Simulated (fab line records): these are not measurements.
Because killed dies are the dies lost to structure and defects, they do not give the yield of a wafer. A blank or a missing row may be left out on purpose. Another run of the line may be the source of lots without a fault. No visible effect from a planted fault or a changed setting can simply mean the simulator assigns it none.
fab line records	flow sky130
[record] lots = 24	wafers = 72	lastDay = 50
route steps=708 shown LI_CONTACT@375 CONTACT@425 METAL1@436 VIA1@480 VIA3@587 METAL4@631
lots untouched by any fault: they come from a run of this same line in which no faults occurred
startH: the number of hours between the record's first day and the start of the first shown wafer of the lot	waitH: time in hours since the lot's previous step	" identical to the entry in the row above	L1.1+2: several wafers, shown together as one row	- no value present, or no start provided	* or withheld: withheld	< > ~ a bound
route shown NAME@n: names a module that has steps shown in the file, with the first one's number in the route	usual: mean and standard deviation over wafers with no fault	same: alike in all rows	chamber/n: place in a boat	sites: per-site readings	_std_site: the standard deviation of these	_edge_site: inner sites' mean taken away from outer sites' mean	radiusMm: for every site, how far away it sits from the centre of the wafer	mask NAME#n: copy n	behind: the most recent tool/chamber to have shaped the wafer	hold: reason for holding the lot/hours on hold/outcome of the hold	device: the transistor (n, p or np) that didn't switch	end of line: tests run on the same wafers once the route is complete	a step without rows: its recipe alone	killed: not the wafer's yield, but the dies lost to structure and defects at the first sort	map: dies across one wafer; x = killed, . = not, _ = none there
set.NAME: the run value of the setting; set.NAME@STEP: its run value at that earlier step	model.NAME: the simulator's own value behind a step, which no gauge read
one table for each step of the route and one row for each wafer, over a sample of lots
services: a tool's chamber out of use, with start hour (startH, from the record's first day; less than 0 if before it), hours out, and reason
[[steps]]
[step SKY_LI_CONTACT_OVL_MEAS_13]
[usual] LI_CONTACT_OVL = 0/5.4
lot.wafer	tool	chamber	startH	waitH	LI_CONTACT_OVL[nm]
L074.4	overlay-01	-	676.24	0.1	-4
L074.5	"	-	"	"	5
L074.6	"	-	"	"	6
L075.4	overlay-01	-	686.83	0.1	6
L075.5	"	-	"	"	6
L075.6	"	-	"	"	5
L077.1	overlay-01	-	702.55	0.1	-2
L077.3	"	-	"	"	-7
L077.4	"	-	"	"	4
L076.1	overlay-02	-	704.97	0.1	3
L076.4	"	-	"	"	3
L076.6	"	-	"	"	-1
L078.3	overlay-01	-	716.57	0.1	-5
L078.4	"	-	"	"	-6
L078.6	"	-	"	"	-5
L079.1	overlay-01	-	723.41	0.1	0
L079.2	"	-	"	"	-1
L079.3	"	-	"	"	4
L080.1	overlay-02	-	727.63	0.1	-11
L080.4	"	-	"	"	-3
L080.6	"	-	"	"	-2
L081.3	overlay-01	-	734.12	0.1	-4
L081.4	"	-	"	"	0
L081.6	"	-	"	"	-6
L082.3	overlay-02	-	754.99	0.1	4
L082.4	"	-	"	"	5
L082.6	"	-	"	"	6
L084.2	overlay-01	-	757.02	0.1	-4
L084.4	"	-	"	"	-6
L084.5	"	-	"	"	-7
L083.1	overlay-02	-	758.50	0.1	4
L083.4	"	-	"	"	9
L083.6	"	-	"	"	8
L085.1	overlay-01	-	761.60	0.1	2
L085.4	"	-	"	"	8
L085.5	"	-	"	"	4
L086.3	overlay-01	-	782.84	0.1	-2
L086.4	"	-	"	"	3
L086.6	"	-	"	"	3
L087.3	overlay-01	-	783.61	0.1	3
L087.5	"	-	"	"	2
L087.6	"	-	"	"	8
L088.1	overlay-02	-	789.57	0.1	6
L088.2	"	-	"	"	0
L088.5	"	-	"	"	2
L089.4	overlay-02	-	792.37	0.1	-2
L089.5	"	-	"	"	-6
L089.6	"	-	"	"	-2
L090.3	overlay-01	-	810.66	0.1	-7
L090.4	"	-	"	"	-5
L090.5	"	-	"	"	-15
L091.1	overlay-02	-	810.86	0.1	-1
L091.2	"	-	"	"	-7
L091.4	"	-	"	"	-4
L092.1	overlay-01	-	827.16	0.1	-6
L092.5	"	-	"	"	1
L092.6	"	-	"	"	0
L093.1	overlay-02	-	831.72	0.1	3
L093.3	"	-	"	"	8
L093.5	"	-	"	"	6
L094.1	overlay-02	-	834.30	0.1	6
L094.2	"	-	"	"	8
L094.5	"	-	"	"	7
L095.1	overlay-02	-	854.15	0.1	-4
L095.3	"	-	"	"	0
L095.6	"	-	"	"	-2
L096.2	overlay-02	-	861.07	0.1	1
L096.3	"	-	"	"	4
L096.6	"	-	"	"	0
L097.1	overlay-01	-	869.82	0.1	9
L097.2	"	-	"	"	1
L097.4	"	-	"	"	9
[step SKY_CONTACT_STRIP_19]
[recipe] chemistry = O2/N2	powerW = 1400	pressureMtorr = 1500	platenTempC = withheld	o2FlowSccm = 3000	n2FlowSccm = 300	overashFraction = 0.5
[usual] drypumpMotorCurrentA = 5.79/0.26	oesProductAu = 0.380/0.005	stripTimeToEndpointS = 3.60/0.033
lot.wafer	tool	chamber	startH	waitH	drypumpMotorCurrentA	oesProductAu	rfHoursCounterH	stripTimeToEndpointS
L074.4	plasmaAsher-03	1	735.60	-	5.43	0.381	-	3.64
L074.5	"	0	"	"	6.12	0.380	-	3.60
L074.6	"	1	"	"	5.45	0.379	-	3.63
L075.4	plasmaAsher-03	0	744.60	-	6.11	0.382	-	3.60
L075.5	"	1	"	"	5.43	0.374	-	3.63
L075.6	"	0	"	"	6.10	0.370	-	3.55
L077.1	plasmaAsher-04	1	762.12	-	6.11	0.382	63	3.61
L077.3	"	0	"	"	5.56	0.386	-	3.64
L077.4	"	1	"	"	6.11	0.381	-	3.57
L076.1	plasmaAsher-01	0	763.07	-	5.60	0.379	91	3.53
L076.4	"	0	"	"	5.59	0.379	-	3.62
L076.6	"	0	"	"	5.60	0.380	-	3.53
L078.3	plasmaAsher-04	1	774.02	-	6.11	0.382	-	3.52
L078.4	"	0	"	"	5.58	0.373	-	3.58
L078.6	"	0	"	"	5.57	0.381	-	3.59
L079.1	plasmaAsher-01	0	781.87	-	5.58	0.381	93	3.62
L079.2	"	1	"	"	5.87	0.386	93	3.59
L079.3	"	1	"	"	5.83	0.383	-	3.59
L080.1	plasmaAsher-04	1	785.04	-	6.11	0.378	65	3.58
L080.4	"	1	"	"	6.10	0.371	-	3.63
L080.6	"	0	"	"	5.57	0.386	-	3.66
L081.3	plasmaAsher-04	1	792.20	-	6.09	0.379	-	3.59
L081.4	"	0	"	"	5.57	0.368	-	3.53
L081.6	"	1	"	"	6.08	0.382	-	3.61
L082.3	plasmaAsher-04	1	811.80	-	6.09	0.381	-	3.56
L082.4	"	0	"	"	5.56	0.387	-	3.62
L082.6	"	1	"	"	6.10	0.377	-	3.55
L084.2	plasmaAsher-03	1	814.22	-	5.44	0.386	38	3.57
L084.4	"	0	"	"	6.09	0.378	-	3.65
L084.5	"	1	"	"	5.43	0.377	-	3.64
L083.1	plasmaAsher-04	1	815.47	-	6.09	0.393	68	3.61
L083.4	"	0	"	"	5.57	0.385	-	3.61
L083.6	"	0	"	"	5.56	0.369	-	3.62
L085.1	plasmaAsher-04	1	818.02	-	6.12	0.378	69	3.60
L085.4	"	1	"	"	6.13	0.369	-	3.57
L085.5	"	0	"	"	5.55	0.380	-	3.57
L086.3	plasmaAsher-03	0	838.58	-	6.12	0.387	-	3.66
L086.4	"	1	"	"	5.45	0.373	-	3.59
L086.6	"	1	"	"	5.43	0.381	-	3.61
L087.3	plasmaAsher-01	1	840.40	-	5.85	0.381	-	3.62
L087.5	"	0	"	"	5.59	0.381	-	3.61
L087.6	"	1	"	"	5.83	0.379	-	3.58
L088.1	plasmaAsher-01	0	846.39	-	5.60	0.385	99	3.60
L088.2	"	1	"	"	5.86	0.380	99	3.56
L088.5	"	0	"	"	5.60	0.378	-	3.62
L089.4	plasmaAsher-04	0	849.30	-	5.58	0.380	-	3.61
L089.5	"	1	"	"	6.11	0.381	-	3.58
L089.6	"	0	"	"	5.57	0.378	-	3.60
L090.3	plasmaAsher-04	1	865.68	-	6.10	0.372	-	3.68
L090.4	"	0	"	"	5.57	0.378	-	3.62
L090.5	"	1	"	"	6.10	0.386	-	3.65
L091.1	plasmaAsher-04	0	865.99	-	5.55	0.373	74	3.61
L091.2	"	1	"	"	6.12	0.375	74	3.64
L091.4	"	1	"	"	6.11	0.377	-	3.59
L092.1	plasmaAsher-01	1	883.22	-	5.85	0.381	101	3.59
L092.5	"	0	"	"	5.61	0.381	-	3.64
L092.6	"	1	"	"	5.84	0.385	-	3.63
L093.1	plasmaAsher-01	1	887.37	-	5.85	0.372	102	3.60
L093.3	"	0	"	"	5.58	0.385	-	3.56
L093.5	"	1	"	"	5.85	0.373	-	3.57
L094.1	plasmaAsher-04	1	889.84	-	6.12	0.380	77	3.63
L094.2	"	0	"	"	5.57	0.375	77	3.58
L094.5	"	1	"	"	6.11	0.391	-	3.64
L095.1	plasmaAsher-01	0	908.64	-	5.60	0.392	104	3.65
L095.3	"	0	"	"	5.60	0.383	-	3.63
L095.6	"	0	"	"	5.62	0.383	-	3.64
L096.2	plasmaAsher-04	1	916.42	-	6.10	0.376	80	3.61
L096.3	"	1	"	"	6.11	0.377	-	3.61
L096.6	"	0	"	"	5.55	0.379	-	3.58
L097.1	plasmaAsher-03	0	924.44	-	6.10	0.376	49	3.56
L097.2	"	1	"	"	5.43	0.384	49	3.57
L097.4	"	1	"	"	5.43	0.386	-	3.62
[step SKY_METAL1_SPUTTER_02]
[recipe] material = AlCu	targetThkNm = 250	powerW = 10600	timeS = 13.3	chamberPressurePa = 0.4
[usual] throttleValvePct = 29.9/0.67
lot.wafer	tool	chamber	startH	waitH	throttleValvePct
L074.4	pvdSputter-04	-	736.86	0.0	29.4
L074.5	"	-	"	"	30.7
L074.6	"	-	"	"	30.0
L075.4	pvdSputter-04	-	745.94	0.0	29.0
L075.5	"	-	"	"	29.9
L075.6	"	-	"	"	30.4
L077.1	pvdSputter-01	-	763.41	0.0	29.9
L077.3	"	-	"	"	29.1
L077.4	"	-	"	"	31.0
L076.1	pvdSputter-01	-	764.40	0.0	30.1
L076.4	"	-	"	"	30.8
L076.6	"	-	"	"	29.9
L078.3	pvdSputter-04	-	775.31	0.0	30.5
L078.4	"	-	"	"	29.5
L078.6	"	-	"	"	29.0
L079.1	pvdSputter-01	-	783.16	0.0	30.2
L079.2	"	-	"	"	31.1
L079.3	"	-	"	"	29.8
L080.1	pvdSputter-01	-	786.34	0.0	29.4
L080.4	"	-	"	"	30.0
L080.6	"	-	"	"	31.1
L081.3	pvdSputter-03	-	793.47	0.0	30.1
L081.4	"	-	"	"	31.0
L081.6	"	-	"	"	30.0
L082.3	pvdSputter-01	-	813.06	0.0	30.1
L082.4	"	-	"	"	30.9
L082.6	"	-	"	"	29.4
L084.2	pvdSputter-04	-	815.51	0.0	29.4
L084.4	"	-	"	"	30.1
L084.5	"	-	"	"	29.9
L083.1	pvdSputter-01	-	816.76	0.0	29.7
L083.4	"	-	"	"	29.9
L083.6	"	-	"	"	30.8
L085.1	pvdSputter-04	-	819.44	0.0	28.9
L085.4	"	-	"	"	29.5
L085.5	"	-	"	"	28.8
L086.3	pvdSputter-04	-	839.83	0.0	29.7
L086.4	"	-	"	"	30.1
L086.6	"	-	"	"	30.1
L087.3	pvdSputter-03	-	842.01	0.0	28.9
L087.5	"	-	"	"	30.6
L087.6	"	-	"	"	28.7
L088.1	pvdSputter-01	-	847.74	0.0	29.9
L088.2	"	-	"	"	30.9
L088.5	"	-	"	"	29.5
L089.4	pvdSputter-01	-	850.57	0.0	29.6
L089.5	"	-	"	"	29.3
L089.6	"	-	"	"	30.7
L090.3	pvdSputter-04	-	866.96	0.0	29.0
L090.4	"	-	"	"	30.1
L090.5	"	-	"	"	29.0
L091.1	pvdSputter-03	-	867.33	0.0	28.7
L091.2	"	-	"	"	31.1
L091.4	"	-	"	"	30.6
L092.1	pvdSputter-03	-	884.51	0.0	30.6
L092.5	"	-	"	"	31.1
L092.6	"	-	"	"	29.9
L093.1	pvdSputter-04	-	889.03	0.0	29.8
L093.3	"	-	"	"	29.0
L093.5	"	-	"	"	29.7
L094.1	pvdSputter-03	-	891.13	0.0	29.9
L094.2	"	-	"	"	28.5
L094.5	"	-	"	"	30.5
L095.1	pvdSputter-01	-	909.93	0.0	29.7
L095.3	"	-	"	"	29.4
L095.6	"	-	"	"	29.6
L096.2	pvdSputter-01	-	917.71	0.0	31.0
L096.3	"	-	"	"	29.4
L096.6	"	-	"	"	29.9
L097.1	pvdSputter-04	-	925.73	0.0	29.5
L097.2	"	-	"	"	28.8
L097.4	"	-	"	"	30.3
[step SKY_VIA1_RS_MEAS_22]
[recipe] thkMeasGauge = four-point-probe	reads = W_of_VIA1_CVD_21+TiN_of_VIA1_SPUTTER_20
[usual] VIA1_W_RS = 0.427/0.0044
lot.wafer	tool	chamber	startH	waitH	VIA1_W_RS[ohm/sq]
L074.4	filmMetro-04	-	793.80	0.1	0.426
L074.5	"	-	"	"	0.424
L074.6	"	-	"	"	0.428
L075.4	filmMetro-04	-	802.00	0.1	0.430
L075.5	"	-	"	"	0.427
L075.6	"	-	"	"	0.417
L077.1	filmMetro-03	-	820.08	0.1	0.429
L077.3	"	-	"	"	0.435
L077.4	"	-	"	"	0.425
L076.1	filmMetro-02	-	820.54	0.1	0.430
L076.4	"	-	"	"	0.425
L076.6	"	-	"	"	0.425
L078.3	filmMetro-03	-	831.35	0.1	0.431
L078.4	"	-	"	"	0.424
L078.6	"	-	"	"	0.430
L079.1	filmMetro-03	-	838.13	0.1	0.421
L079.2	"	-	"	"	0.428
L079.3	"	-	"	"	0.433
L080.1	filmMetro-03	-	842.32	0.1	0.431
L080.4	"	-	"	"	0.429
L080.6	"	-	"	"	0.423
L081.3	filmMetro-03	-	849.41	0.1	0.429
L081.4	"	-	"	"	0.423
L081.6	"	-	"	"	0.426
L082.3	filmMetro-02	-	868.92	0.1	0.428
L082.4	"	-	"	"	0.424
L082.6	"	-	"	"	0.425
L084.2	filmMetro-04	-	871.07	0.1	0.419
L084.4	"	-	"	"	0.429
L084.5	"	-	"	"	0.428
L083.1	filmMetro-02	-	872.32	0.1	0.424
L083.4	"	-	"	"	0.423
L083.6	"	-	"	"	0.425
L085.1	filmMetro-02	-	874.77	0.1	0.429
L085.4	"	-	"	"	0.430
L085.5	"	-	"	"	0.426
L086.3	filmMetro-04	-	894.44	0.1	0.427
L086.4	"	-	"	"	0.428
L086.6	"	-	"	"	0.432
L087.3	filmMetro-02	-	897.19	0.1	0.432
L087.5	"	-	"	"	0.426
L087.6	"	-	"	"	0.431
L088.1	filmMetro-02	-	901.70	0.1	0.436
L088.2	"	-	"	"	0.434
L088.5	"	-	"	"	0.436
L089.4	filmMetro-02	-	905.08	0.1	0.433
L089.5	"	-	"	"	0.434
L089.6	"	-	"	"	0.427
L090.3	filmMetro-03	-	920.16	0.1	0.427
L090.4	"	-	"	"	0.425
L090.5	"	-	"	"	0.428
L091.1	filmMetro-02	-	920.47	0.1	0.431
L091.2	"	-	"	"	0.430
L091.4	"	-	"	"	0.427
L092.1	filmMetro-02	-	938.50	0.1	0.429
L092.5	"	-	"	"	0.434
L092.6	"	-	"	"	0.424
L093.1	filmMetro-04	-	941.71	0.1	0.425
L093.3	"	-	"	"	0.426
L093.5	"	-	"	"	0.427
L094.1	filmMetro-03	-	944.65	0.1	0.433
L094.2	"	-	"	"	0.430
L094.5	"	-	"	"	0.427
L095.1	filmMetro-03	-	962.90	0.1	0.426
L095.3	"	-	"	"	0.422
L095.6	"	-	"	"	0.425
L096.2	filmMetro-03	-	969.62	0.1	0.426
L096.3	"	-	"	"	0.424
L096.6	"	-	"	"	0.424
L097.1	filmMetro-04	-	978.25	0.1	0.424
L097.2	"	-	"	"	0.418
L097.4	"	-	"	"	0.419
[step SKY_VIA3_ETCH_14]
[recipe] chemistry = N2/H2	target = BARC	ionEnergyEv = 200	sourceW = 500	biasW = 100	pressureMtorr = 30	n2FlowSccm = 100	h2FlowSccm = 200	stopOn = SiO2	timeS = 45.9	targetDepthA = 600
[usual] drypumpMotorCurrentA = 5.6/0.44	oesProductAu = 0.854/0.005	throttleValvePct = 13.225/0.009
lot.wafer	tool	chamber	startH	waitH	drypumpMotorCurrentA	oesProductAu	rfHoursCounterH	throttleValvePct
L074.4	rieDiel-04	1	930.74	0.0	4.8	0.855	17	13.217
L074.5	"	2	"	"	5.8	0.859	-	13.233
L074.6	"	1	"	"	4.8	0.857	-	13.232
L075.4	rieDiel-04	2	938.82	0.0	5.8	0.863	-	13.216
L075.5	"	0	"	"	5.9	0.857	-	13.237
L075.6	"	1	"	"	4.8	0.860	-	13.228
L077.1	rieDiel-04	1	955.91	0.0	4.8	0.850	18	13.211
L077.3	"	2	"	"	5.8	0.857	8	13.233
L077.4	"	1	"	"	4.8	0.856	-	13.231
L076.1	rieDiel-02	3	956.45	0.0	5.6	0.844	13	13.211
L076.4	"	2	"	"	5.3	0.847	24	13.222
L076.6	"	1	"	"	6.1	0.856	-	13.228
L078.3	rieDiel-01	1	965.90	0.0	5.1	0.849	6	13.245
L078.4	"	3	"	"	5.9	0.853	20	13.226
L078.6	"	1	"	"	5.1	0.861	-	13.213
L079.1	rieDiel-02	2	971.50	0.0	5.3	0.854	25	13.222
L079.2	"	3	"	"	5.5	0.855	14	13.217
L079.3	"	0	"	"	5.1	0.851	7	13.235
L080.1	rieDiel-01	2	976.30	0.0	5.8	0.857	26	13.221
L080.4	"	0	"	"	5.8	0.855	12	13.226
L080.6	"	2	"	"	5.8	0.856	-	13.215
L081.3	rieDiel-01	3	982.31	0.0	5.9	0.853	20	13.217
L081.4	"	0	"	"	5.8	0.859	12	13.230
L081.6	"	1	"	"	5.1	0.857	-	13.224
L082.3	rieDiel-04	2	1001.96	0.0	5.7	0.854	9	13.224
L082.4	"	1	"	"	4.8	0.847	19	13.238
L082.6	"	1	"	"	4.8	0.856	-	13.229
L084.2	rieDiel-04	0	1004.71	0.0	5.9	0.847	18	13.219
L084.4	"	3	"	"	6.2	0.850	20	13.232
L084.5	"	2	"	"	5.8	0.853	-	13.234
L083.1	rieDiel-02	1	1006.19	0.0	6.0	0.850	10	13.219
L083.4	"	3	"	"	5.6	0.852	15	13.209
L083.6	"	1	"	"	6.0	0.854	-	13.221
L085.1	rieDiel-04	0	1007.50	0.0	5.9	0.861	18	13.234
L085.4	"	1	"	"	4.8	0.851	19	13.222
L085.5	"	1	"	"	4.8	0.858	-	13.215
L086.3	rieDiel-02	3	1024.45	0.0	5.6	0.859	15	13.231
L086.4	"	1	"	"	6.0	0.847	11	13.219
L086.6	"	3	"	"	5.6	0.862	-	13.241
L087.3	rieDiel-04	2	1027.89	0.0	5.8	0.855	10	13.227
L087.5	"	0	"	"	5.9	0.857	-	13.216
L087.6	"	3	"	"	6.2	0.860	-	13.234
L088.1	rieDiel-02	3	1031.85	0.0	5.5	0.858	16	13.222
L088.2	"	2	"	"	5.3	0.859	27	13.215
L088.5	"	0	"	"	5.1	0.852	-	13.224
L089.4	rieDiel-02	0	1034.49	0.0	5.1	0.854	10	13.233
L089.5	"	0	"	"	5.1	0.850	-	13.213
L089.6	"	1	"	"	6.0	0.854	-	13.216
L090.3	rieDiel-01	1	1046.76	0.0	5.1	0.844	8	13.247
L090.4	"	0	"	"	5.9	0.860	14	13.223
L090.5	"	0	"	"	5.9	0.856	-	13.225
L091.1	rieDiel-02	0	1048.56	0.0	5.1	0.843	10	13.239
L091.2	"	2	"	"	5.3	0.858	28	13.222
L091.4	"	1	"	"	6.0	0.848	12	13.232
L092.1	rieDiel-04	0	1064.21	0.0	5.9	0.853	21	13.230
L092.5	"	2	"	"	5.8	0.846	-	13.213
L092.6	"	3	"	"	6.2	0.853	-	13.234
L093.1	rieDiel-04	0	1066.49	0.0	5.9	0.849	21	13.229
L093.3	"	2	"	"	5.8	0.856	11	13.216
L093.5	"	1	"	"	4.8	0.848	-	13.218
L094.1	rieDiel-02	1	1069.54	0.0	6.0	0.858	12	13.235
L094.2	"	3	"	"	5.6	0.855	17	13.218
L094.5	"	0	"	"	5.1	0.854	-	13.235
L095.1	rieDiel-01	2	1085.05	0.0	5.8	0.844	30	13.213
L095.3	"	1	"	"	5.0	0.856	10	13.225
L095.6	"	2	"	"	5.8	0.859	-	13.224
L096.2	rieDiel-01	1	1090.31	0.0	5.0	0.853	10	13.214
L096.3	"	0	"	"	5.9	0.859	15	13.225
L096.6	"	2	"	"	5.8	0.855	-	13.231
L097.1	rieDiel-01	3	1097.74	0.0	5.9	0.852	23	13.234
L097.2	"	0	"	"	5.8	0.849	15	13.223
L097.4	"	0	"	"	5.8	0.853	-	13.237
[step SKY_METAL4_DESCUM_15]
[recipe] chemistry = O2	sourcePowerW = 150	biasPowerW = 0	pressureMtorr = 10	tempC = 40	timeS = 8
[usual] drypumpMotorCurrentA = 5.8/0.37	oesProductAu = 1.005/0.0079
lot.wafer	tool	chamber	startH	waitH	drypumpMotorCurrentA	oesProductAu	rfHoursCounterH
L074.4	rieMetal-02	1	983.91	0.0	5.5	1.017	-
L074.5	"	0	"	"	5.5	1.000	-
L074.6	"	1	"	"	5.5	1.011	-
L075.4	rieMetal-04	0	991.05	0.0	6.6	1.016	-
L075.5	"	0	"	"	6.6	1.015	-
L075.6	"	1	"	"	6.0	1.014	-
L077.1	rieMetal-04	0	1007.44	0.0	6.6	1.010	16
L077.3	"	1	"	"	5.9	1.017	-
L077.4	"	0	"	"	6.6	1.010	-
L076.1	rieMetal-04	1	1008.45	0.0	6.0	1.001	3
L076.4	"	1	"	"	5.9	1.002	-
L076.6	"	0	"	"	6.6	1.007	-
L078.3	rieMetal-04	1	1016.41	0.0	5.9	1.001	-
L078.4	"	0	"	"	6.6	0.991	-
L078.6	"	1	"	"	5.9	0.988	-
L079.1	rieMetal-04	1	1022.14	0.0	5.9	1.001	4
L079.2	"	0	"	"	6.6	1.006	16
L079.3	"	0	"	"	6.6	1.007	-
L080.1	rieMetal-02	0	1026.15	0.0	5.5	1.003	0
L080.4	"	1	"	"	5.5	1.004	-
L080.6	"	0	"	"	5.5	1.005	-
L081.3	rieMetal-02	1	1032.30	0.0	5.5	1.021	-
L081.4	"	0	"	"	5.5	1.005	-
L081.6	"	0	"	"	5.5	0.998	-
L082.3	rieMetal-02	0	1049.50	0.0	5.5	1.006	-
L082.4	"	1	"	"	5.6	1.014	-
L082.6	"	0	"	"	5.5	1.001	-
L084.2	rieMetal-02	1	1052.99	0.0	5.5	1.016	19
L084.4	"	1	"	"	5.5	1.012	-
L084.5	"	1	"	"	5.5	1.009	-
L083.1	rieMetal-02	1	1054.10	0.0	5.5	1.008	19
L083.4	"	1	"	"	5.5	1.009	-
L083.6	"	0	"	"	5.5	1.006	-
L085.1	rieMetal-03	1	1055.34	0.0	5.8	1.001	8
L085.4	"	1	"	"	5.8	1.012	-
L085.5	"	1	"	"	5.8	1.013	-
L086.3	rieMetal-04	1	1071.15	0.0	6.0	1.006	-
L086.4	"	0	"	"	6.6	1.008	-
L086.6	"	0	"	"	6.6	1.011	-
L087.3	rieMetal-03	1	1075.05	0.0	5.8	1.006	-
L087.5	"	1	"	"	5.8	1.009	-
L087.6	"	0	"	"	5.6	1.007	-
L088.1	rieMetal-03	0	1078.10	0.0	5.7	1.003	1
L088.2	"	1	"	"	5.8	0.989	10
L088.5	"	1	"	"	5.8	0.993	-
L089.4	rieMetal-03	1	1080.06	0.0	5.8	0.990	-
L089.5	"	1	"	"	5.8	0.993	-
L089.6	"	0	"	"	5.7	0.992	-
L090.3	rieMetal-03	1	1092.15	0.0	5.8	1.005	-
L090.4	"	0	"	"	5.7	1.004	-
L090.5	"	1	"	"	5.8	1.011	-
L091.1	rieMetal-02	0	1092.99	0.0	5.4	0.998	5
L091.2	"	1	"	"	5.5	1.011	22
L091.4	"	1	"	"	5.5	1.016	-
L092.1	rieMetal-03	1	1108.05	0.0	5.8	1.007	12
L092.5	"	1	"	"	5.8	1.003	-
L092.6	"	0	"	"	5.7	0.996	-
L093.1	rieMetal-04	0	1110.79	0.0	6.6	1.006	22
L093.3	"	0	"	"	6.6	1.004	-
L093.5	"	1	"	"	6.0	1.003	-
L094.1	rieMetal-02	1	1114.19	0.0	5.5	1.022	23
L094.2	"	0	"	"	5.4	1.011	7
L094.5	"	0	"	"	5.5	1.008	-
L095.1	rieMetal-03	1	1127.80	0.0	5.8	1.011	13
L095.3	"	1	"	"	5.8	1.011	-
L095.6	"	1	"	"	5.8	1.006	-
L096.2	rieMetal-02	1	1132.34	0.0	5.5	1.015	25
L096.3	"	1	"	"	5.5	1.018	-
L096.6	"	0	"	"	5.5	1.006	-
L097.1	rieMetal-02	0	1139.99	0.0	5.5	0.999	9
L097.2	"	1	"	"	5.5	0.999	25
L097.4	"	1	"	"	5.5	1.008	-
[[services]]
tool	chamber	startH	hours	kind
plasmaAsher-04	-	727.28	3.2	repair
rieDiel-02	0	728.19	11.0	repair
plasmaAsher-04	-	737.59	2.2	repair
rieDiel-02	1	755.70	6.8	repair
pvdSputter-01	-	765.12	3.5	repair
plasmaAsher-04	-	767.10	2.8	pm
rieDiel-04	1	776.88	4.3	repair
rieMetal-02	0	785.39	2.7	repair
rieMetal-02	-	814.68	2.5	repair
rieDiel-04	-	839.85	14.6	pm
pvdSputter-04	-	846.22	5.2	repair
rieDiel-02	0	877.67	8.5	repair
pvdSputter-01	-	879.24	2.2	repair
rieDiel-04	3	901.89	3.1	repair
pvdSputter-04	-	905.25	12.4	repair
rieDiel-04	3	934.55	16.0	repair
rieDiel-04	0	947.99	9.5	repair
rieDiel-04	3	989.03	6.4	repair
rieMetal-02	-	997.21	1.5	repair
pvdSputter-01	-	1000.03	7.2	repair
rieDiel-04	-	1024.61	2.8	pm
rieDiel-04	-	1044.61	1.1	repair
pvdSputter-04	-	1072.02	5.4	repair
rieDiel-04	1	1105.93	6.3	repair
[[key]]
fault none
